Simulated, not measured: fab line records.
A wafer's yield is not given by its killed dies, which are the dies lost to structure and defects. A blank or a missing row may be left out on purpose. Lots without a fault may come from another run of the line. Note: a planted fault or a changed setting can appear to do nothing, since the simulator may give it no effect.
Which tool did it? :: flow sky130 :: 14 lots with 42 wafers sampled at 2 steps, on a route of 708 steps

WHAT THE GAUGES SHOWED, per wafer
No reading from a measuring or inspecting step in the record can be judged against a usual standard deviation.

EACH LOT AND THE TOOL THAT RAN IT (in order: tool; ch and the chambers of the sampled wafers; start)
lot: L658
SKY_CONTACT_CVD_00: pecvd-04 ch 1,2, day 30 14:02
SKY_PAD_OPEN_PROBE_99: prober-02, day 45 19:07

lot: L659
SKY_CONTACT_CVD_00: pecvd-01 ch 1,2, day 30 17:37
SKY_PAD_OPEN_PROBE_99: prober-01, day 46 00:40

lot: L660
SKY_CONTACT_CVD_00: pecvd-04 ch 0,1,2, day 31 01:49
SKY_PAD_OPEN_PROBE_99: prober-02, day 46 04:35

lot: L661
SKY_CONTACT_CVD_00: pecvd-02 ch 0,1, day 31 07:35
SKY_PAD_OPEN_PROBE_99: prober-01, day 46 10:19

lot: L663
SKY_CONTACT_CVD_00: pecvd-01 ch 0,2, day 32 19:51
SKY_PAD_OPEN_PROBE_99: prober-01, day 47 14:11

lot: L665
SKY_CONTACT_CVD_00: pecvd-02 ch 1,2, day 33 13:50
SKY_PAD_OPEN_PROBE_99: prober-01, day 48 02:50

lot: L666
SKY_CONTACT_CVD_00: pecvd-04 ch 1,2, day 33 17:59
SKY_PAD_OPEN_PROBE_99: prober-02, day 48 06:17

lot: L667
SKY_CONTACT_CVD_00: pecvd-02 ch 0,1, day 34 13:13
SKY_PAD_OPEN_PROBE_99: prober-02, day 48 17:58

lot: L668
SKY_CONTACT_CVD_00: pecvd-04 ch 0,1,2, day 34 13:28
SKY_PAD_OPEN_PROBE_99: prober-01, day 48 19:04

lot: L672
SKY_CONTACT_CVD_00: pecvd-02 ch 0,2, day 35 08:59
SKY_PAD_OPEN_PROBE_99: prober-02, day 49 10:47

lot: L675
SKY_CONTACT_CVD_00: pecvd-04 ch 0,2, day 35 17:46
SKY_PAD_OPEN_PROBE_99: prober-01, day 49 14:20

lot: L677
SKY_CONTACT_CVD_00: pecvd-02 ch 0,1, day 36 17:01
SKY_PAD_OPEN_PROBE_99: prober-01, day 50 07:22

lot: L678
SKY_CONTACT_CVD_00: pecvd-01 ch 0,1,2, day 37 11:08
SKY_PAD_OPEN_PROBE_99: prober-02, day 50 15:35

lot: L679
SKY_CONTACT_CVD_00: pecvd-01 ch 0,1,2, day 37 13:53
SKY_PAD_OPEN_PROBE_99: prober-02, day 50 21:55
- SKY_CONTACT_CVD_00: deposits Si3N4, target thk 75 nm.
- SKY_PAD_OPEN_PROBE_99

AS READ BY THE TOOLS THEMSELVES (means over the sampled wafers that have a number; for cases with no such wafer, the mark the record gives instead)
SKY_CONTACT_CVD_00.
lot: L658
tool: pecvd-04
heater-power-w (W): 661

lot: L659
tool: pecvd-01
heater-power-w (W): 732

lot: L660
tool: pecvd-04
heater-power-w (W): 674

lot: L661
tool: pecvd-02
heater-power-w (W): 780

lot: L663
tool: pecvd-01
heater-power-w (W): 769

lot: L665
tool: pecvd-02
heater-power-w (W): 670

lot: L666
tool: pecvd-04
heater-power-w (W): 613

lot: L667
tool: pecvd-02
heater-power-w (W): 760

lot: L668
tool: pecvd-04
heater-power-w (W): 691

lot: L672
tool: pecvd-02
heater-power-w (W): 581

lot: L675
tool: pecvd-04
heater-power-w (W): 667

lot: L677
tool: pecvd-02
heater-power-w (W): 692

lot: L678
tool: pecvd-01
heater-power-w (W): 778

lot: L679
tool: pecvd-01
heater-power-w (W): 744

SKY_PAD_OPEN_PROBE_99.
lot: L658
tool: prober-02
killed_at_M0_to_M3: 37
killed_at_M4_up: 4.3
killed-at-contacts: 30
killed-at-front-end: 17
killed-at-other: 0.0
killed-dies: 88
killed-open: 51
killed-short: 37

lot: L659
tool: prober-01
killed_at_M0_to_M3: 43
killed_at_M4_up: 2.7
killed-at-contacts: 22
killed-at-front-end: 16
killed-at-other: 0.0
killed-dies: 84
killed-open: 48
killed-short: 36

lot: L660
tool: prober-02
killed_at_M0_to_M3: 43
killed_at_M4_up: 1.7
killed-at-contacts: 19
killed-at-front-end: 21
killed-at-other: 0.3
killed-dies: 86
killed-open: 43
killed-short: 43

lot: L661
tool: prober-01
killed_at_M0_to_M3: 48
killed_at_M4_up: 3.7
killed-at-contacts: 22
killed-at-front-end: 11
killed-at-other: 0.0
killed-dies: 84
killed-open: 49
killed-short: 35

lot: L663
tool: prober-01
killed_at_M0_to_M3: 44
killed_at_M4_up: 2.0
killed-at-contacts: 20
killed-at-front-end: 20
killed-at-other: 0.7
killed-dies: 87
killed-open: 49
killed-short: 38

lot: L665
tool: prober-01
killed_at_M0_to_M3: 42
killed_at_M4_up: 2.3
killed-at-contacts: 26
killed-at-front-end: 11
killed-at-other: 0.3
killed-dies: 81
killed-open: 47
killed-short: 34

lot: L666
tool: prober-02
killed_at_M0_to_M3: 35
killed_at_M4_up: 3.3
killed-at-contacts: 20
killed-at-front-end: 15
killed-at-other: 0.0
killed-dies: 73
killed-open: 37
killed-short: 36

lot: L667
tool: prober-02
killed_at_M0_to_M3: 41
killed_at_M4_up: 3.0
killed-at-contacts: 22
killed-at-front-end: 12
killed-at-other: 0.3
killed-dies: 78
killed-open: 41
killed-short: 37

lot: L668
tool: prober-01
killed_at_M0_to_M3: 39
killed_at_M4_up: 3.7
killed-at-contacts: 22
killed-at-front-end: 14
killed-at-other: 0.7
killed-dies: 79
killed-open: 46
killed-short: 34

lot: L672
tool: prober-02
killed_at_M0_to_M3: 39
killed_at_M4_up: 2.0
killed-at-contacts: 61
killed-at-front-end: 16
killed-at-other: 0.0
killed-dies: 119
killed-open: 47
killed-short: 34

lot: L675
tool: prober-01
killed_at_M0_to_M3: 46
killed_at_M4_up: 2.7
killed-at-contacts: 17
killed-at-front-end: 18
killed-at-other: 0.7
killed-dies: 85
killed-open: 51
killed-short: 34

lot: L677
tool: prober-01
killed_at_M0_to_M3: 47
killed_at_M4_up: 4.0
killed-at-contacts: 55
killed-at-front-end: 14
killed-at-other: 0.3
killed-dies: 121
killed-open: 46
killed-short: 45

lot: L678
tool: prober-02
killed_at_M0_to_M3: 39
killed_at_M4_up: 3.3
killed-at-contacts: 23
killed-at-front-end: 18
killed-at-other: 0.3
killed-dies: 84
killed-open: 48
killed-short: 36

lot: L679
tool: prober-02
killed_at_M0_to_M3: 41
killed_at_M4_up: 3.0
killed-at-contacts: 23
killed-at-front-end: 17
killed-at-other: 0.0
killed-dies: 84
killed-open: 45
killed-short: 39

THE ANSWER, worked out from the rows above alone
Rule: the lots themselves supply what counts as usual. Put in order of their means at a reading, lots are off if they are a third of the lots or fewer, leave a main group of 4 or more, and stand apart from it by a gap of 3 or more times the standard deviation of the main group's means; of several such gaps the widest counts. If all means in a main group match to the digits the tables above print for the reading, that group is not used. A lot without any number at a reading at which 4 lots or more have one is off too. All remaining lots with rows at the step are treated as sound. Order of review: gauges by route order, followed by the tools' own readings, for which a lot's mean as printed above is used. The first step at which some lot is off is used, and at that step the reading that is off furthest; a lot without a number counts as furthest.
Off at SKY_PAD_OPEN_PROBE_99 (killed-at-contacts): L672, L677. The main group has a mean of 22 with a standard deviation of 3.2.
If a tool, at that step or one of the process steps before it, ran each lot that is off and ran no sound lot following the first of them, it fits. One candidate fits, namely pecvd-02 at SKY_CONTACT_CVD_00. A fault onset in the window from L667 (day 34 13:13, its last sound lot) to L672 (day 35 08:59, its first lot off) fits.

WHAT THE SIMULATOR PUT IN
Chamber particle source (pecvd-02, SKY_CONTACT_CVD_00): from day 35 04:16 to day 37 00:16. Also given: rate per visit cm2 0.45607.
Shown lots that were struck: L672, L677. The rule above found the same.
